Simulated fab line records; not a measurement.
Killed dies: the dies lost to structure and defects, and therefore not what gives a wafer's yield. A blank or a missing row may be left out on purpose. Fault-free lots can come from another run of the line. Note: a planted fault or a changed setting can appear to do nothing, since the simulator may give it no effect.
Comparing a struck lot with a sound one :: flow sky130 :: 16 out of 708 route steps
Sound: wafers L731.2, L731.4, L731.6. The struck wafers were L742.2, L742.3, L742.5. The cause is given at the end.
At each step with rows: each side's tool, then ch and its chambers, then its first start. Under that, the readings that differ: sound wafers :: struck wafers :: difference of the means :: sigmas: that difference in standard deviations of wafers without a fault.
alike: words and numbers the same on both sides, and readings whose means are apart by under 2 such deviations; not compared: readings that were withheld, readings missing a value for some wafer, numbers with overlapping values and no deviation given by the record, and bounds like >300 which may hide the same value.
Wherever a step has rows on one side only, a row that says differs or no value, or a row with sigmas, the two part there. Non-overlapping numbers with no deviation appear without sigmas and do not part them. Lack of a reading on every wafer of one side parts them only where that side has two or more wafers.

first, 3 steps without rows for these wafers: SKY_SONOS_TUNNEL_EXPOSE_04 (exposes mask TUNM, target cd 410 nm); SKY_SONOS_TUNNEL_PEB_05; SKY_SONOS_TUNNEL_DEVELOP_06 (develop time 60 s).
SKY_SONOS_TUNNEL_CD_MEAS_07: the cd target is 410 nm.
  sound on cd_sem-01 at day 13 03:16; struck on cd_sem-01 at day 16 20:17
reading: cd_nm (nm)
sound: 408.0 406.4 406.0
struck: 412.4 411.4 413.4
difference: +5.6
sigmas: +2
SKY_SONOS_TUNNEL_OVL_MEAS_08:
  sound on overlay-02 at day 13 03:22; struck on overlay-01 at day 16 20:23
  alike: SONOS_TUNNEL_OVL
then, 3 steps without rows for these wafers: SKY_SONOS_TUNNEL_IMPLANT_09; SKY_SONOS_TUNNEL_WET_ETCH_10 (etches SiO2 in dHF, target depth 14 nm, time 280 s); SKY_SONOS_TUNNEL_STRIP_11 (strips in SPM, time 600 s).
SKY_SONOS_TUNNEL_TW_MEAS_12:
  sound on film_metro-02 at day 13 03:51; struck on film_metro-04 at day 16 20:57
  alike: SONOS_TUNNEL_TW
then, 2 steps without rows for these wafers: SKY_SONOS_TUNNEL_CLEAN_13 (cleans in dHF, time 20 s); SKY_SONOS_ONO_OXIDATION_00 (stabilise 600 s, purge 300 s, target thk 2.6 nm).
SKY_SONOS_ONO_THK_MEAS_01:
  sound on film_metro-01 at day 13 05:26; struck on film_metro-04 at day 16 22:53
reading: SONOS_ONO_OXIDATION_THK (nm)
sound: 2.65 2.76 2.71
struck: 2.56 2.50 2.62
difference: -0.15
sigmas: -3
SKY_SONOS_ONO_CVD_02: deposits Si3N4 from DCS/NH3, target thk 10.5 nm, time 180 s.
  sound on lpcvd-02 ch 0, day 13 06:50; struck on lpcvd-02 ch 1, day 16 23:58
reading: model.Si3N4_of_SONOS_ONO_CVD_02.thk_nm (nm)
sound: 10.35 10.4 10.41
struck: 7.763 7.848 7.803
difference: -2.582
sigmas: 
  alike: pressure_mtorr, zone_power_centre_pct
SKY_SONOS_ONO_THK_MEAS_03:
  sound on film_metro-01 at day 13 07:54; struck on film_metro-01 at day 17 01:02
reading: SONOS_ONO_CVD_02_THK (nm)
sound: 10.39 10.42 10.45
struck: 7.75 7.83 7.82
difference: -2.62
sigmas: -20
then, 1 step without rows for these wafers: SKY_SONOS_ONO_CVD_04 (deposits SiO2 from SiH4/N2O, target thk 5.7199 nm).
-- here the record skips 33 days between the struck wafers' starts before and after, leaving off in module SONOS_ONO and picking up in module PAD_OPEN (first step shown: number 708 of the route) --
SKY_PAD_OPEN_PROBE_99:
  sound on prober-01 at day 47 06:29; struck on prober-02 at day 49 16:34
reading: killed_open
sound: 33 37 33
struck: 54 40 54
difference: +15
sigmas: +2

reading: model.etest.sonos_erased.drive_ua_um
sound: 185.1 184.5 171
struck: 242.5 255.4 210.4
difference: +55.9
sigmas: 

reading: model.etest.sonos_uncharged.r_on_ohm_um
sound: 820.6 802.1 826.3
struck: 752.2 778.8 781.1
difference: -45.6
sigmas: 

reading: model.etest.cap_ono.gate_log10_a_cm2
sound: -7.86 -8.005 -7.962
struck: -6.421 -6.216 -6.398
difference: +1.597
sigmas: 

reading: model.etest.cap_ono.gate_bv_v (V)
sound: 16.91 16.13 16.55
struck: 15.11 14.71 15.22
difference: -1.52
sigmas: 

reading: model.etest.cap_ono.tox_acc_nm (nm)
sound: 12.87 12.98 12.93
struck: 11.59 11.58 11.67
difference: -1.31
sigmas: 

reading: model.etest.sonos_programmed.vt_v (V)
sound: 1.481 1.424 1.44
struck: 1.817 1.831 1.864
difference: +0.389
sigmas: 

reading: model.etest.sonos_baked.vt_less_v (V)
sound: -0.4889 -0.4591 -0.4318
struck: -0.7998 -0.8098 -0.8159
difference: -0.3486
sigmas: 

reading: model.etest.sonos_erased.vt_v (V)
sound: -2.273 -2.22 -2.196
struck: -2.554 -2.575 -2.499
difference: -0.313
sigmas: 
  alike: killed_at_M0_to_M3, killed_at_M4_up, killed_at_contacts, killed_at_front_end, killed_at_other, killed_dies, killed_short

== WHERE THEY PART ==
Last at SKY_PAD_OPEN_PROBE_99 as far as this record goes, first at SKY_SONOS_TUNNEL_CD_MEAS_07.

WHY: whatever the simulator had introduced
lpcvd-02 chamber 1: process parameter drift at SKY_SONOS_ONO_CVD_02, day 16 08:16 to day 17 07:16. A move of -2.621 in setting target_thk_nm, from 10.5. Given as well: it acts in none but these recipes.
